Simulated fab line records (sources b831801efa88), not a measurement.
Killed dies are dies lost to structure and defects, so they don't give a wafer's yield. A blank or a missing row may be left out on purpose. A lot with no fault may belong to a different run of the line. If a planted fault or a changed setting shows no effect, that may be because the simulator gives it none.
A lot that was struck, set against a sound lot | flow sky130 | 19 out of 708 route steps
Sound: the wafers L569.2, L569.3, L569.6. Struck: wafers L583.2, L583.4. The cause is given at the end.
For every step that has rows: the tool of each side, followed by ch and its chambers, followed by its first start. Under that, the readings that differ: sound wafers | struck wafers | difference of the means | sigmas: that difference in standard deviations of wafers without a fault.
alike: readings with means less than 2 such deviations apart, plus words and numbers identical on both sides. not compared: withheld readings, readings lacking a value on some wafer, bounds such as >300 that could conceal the same value, and numbers that have no deviation in the record and whose values overlap.
A row with sigmas, a row that says differs or no value, or rows on one side alone: a step with any of these is where the two part. Numbers that have no deviation but don't overlap get no sigmas and don't part them. Lack of a reading on every wafer of one side parts them only where that side has two or more wafers.

SKY_NWELL_TW_MEAS_26:
  struck on film metro-01, day 9 14:21; sound on film metro-03, day 5 18:36
  alike: NWELL_2_TW
then, 1 step without rows for these wafers: SKY_NWELL_CLEAN_27 (cleans in SC1/SC2, time 150 s).
SKY_NWELL_RTA_28: time 30 s.
  sound on rtp anneal-02 ch 0, day 5 18:43; struck on rtp anneal-02 ch 0, day 9 14:28
  alike: lamp power pct, wafer_temp_C_max
SKY_NWELL_RS_MEAS_29: uses a four-point probe to measure.
  struck on film metro-04, day 9 14:34; sound on film metro-03, day 5 18:49
  alike: NWELL_RS
SKY_NWELL_RS_MEAS_31: uses a four-point probe to measure.
  struck on film metro-04, day 9 14:49; sound on film metro-03, day 5 19:04
  alike: PWDE_RS
then, 6 steps without rows for these wafers: SKY_VT_ADJUST_HVTP_DEHYDRATE_00 (time 60 s); SKY_VT_ADJUST_HVTP_HMDS_01 (prime time 60 s); SKY_VT_ADJUST_HVTP_COAT_02 (resist thk 1140 nm); SKY_VT_ADJUST_HVTP_SOFTBAKE_03 (time 60 s); SKY_VT_ADJUST_HVTP_EXPOSE_04 (exposes mask HVTPM, target cd 380 nm); SKY_VT_ADJUST_HVTP_PEB_05.
SKY_VT_ADJUST_HVTP_DEVELOP_06: develop time 60 s.
  sound on litho track-04 ch 0, day 6 13:28; struck on litho track-01 ch 0, day 10 13:52
SKY_VT_ADJUST_HVTP_CD_MEAS_07: target cd 380 nm.
  struck on cd sem-02, day 10 14:01; sound on cd sem-02, day 6 13:36
  reading    | sound             | struck | difference                    | sigmas
  cd nm (nm) | 378.7 381.4 379.1 | - -    | no value on the struck wafers |
SKY_VT_ADJUST_HVTP_OVL_MEAS_08:
  struck on overlay-01, day 10 14:07; sound on overlay-01, day 6 13:43
  reading                 | sound         | struck | difference                    | sigmas
  VT_ADJUST_HVTP_OVL (nm) | 0.2 -0.3 -1.1 | - -    | no value on the struck wafers |
then, 1 step without rows for these wafers: SKY_VT_ADJUST_HVTP_IMPLANT_09.
SKY_VT_ADJUST_HVTP_STRIP_10: strips in O2/N2.
  sound on plasma asher-03 ch 0,1, day 6 13:53; struck on plasma asher-01 ch 0, day 10 14:18
  alike: drypump motor current A, oes product au, strip time to endpoint s
  not compared: rf hours counter h
SKY_VT_ADJUST_HVTP_TW_MEAS_11:
  struck on film metro-02, day 10 14:25; sound on film metro-03, day 6 14:00
  reading           | sound          | struck | difference | sigmas
  VT_ADJUST_HVTP_TW | 1338 1341 1340 | 30 30  | -1310      | -99 or more
then, 1 step without rows for these wafers: SKY_VT_ADJUST_LVTN_DEHYDRATE_00 (time 60 s).
-- record jumps: 41 days separate the struck wafers' starts on either side; left off in module VT_ADJUST_LVTN, taken up again in module PAD_OPEN, whose first shown step is the route's number 708 --
SKY_PAD_OPEN_PROBE_99:
  struck on prober-02, day 51 05:19; sound on prober-02, day 47 16:20
  reading             | sound    | struck  | difference | sigmas
  killed at front end | 12 11 14 | 411 424 | +405       | +99 or more
  killed dies         | 98 87 85 | 492 492 | +402       | +49
  killed on rim       | 16 19 18 | 96 96   | +78        | +21
  alike: killed_at_M0_to_M3, killed_at_M4_up, killed at contacts, killed at other, killed open, killed short

WHERE THEY PART
Last at SKY_PAD_OPEN_PROBE_99 as far as this record goes, first at SKY_VT_ADJUST_HVTP_CD_MEAS_07.

WHY: the cause the simulator had injected
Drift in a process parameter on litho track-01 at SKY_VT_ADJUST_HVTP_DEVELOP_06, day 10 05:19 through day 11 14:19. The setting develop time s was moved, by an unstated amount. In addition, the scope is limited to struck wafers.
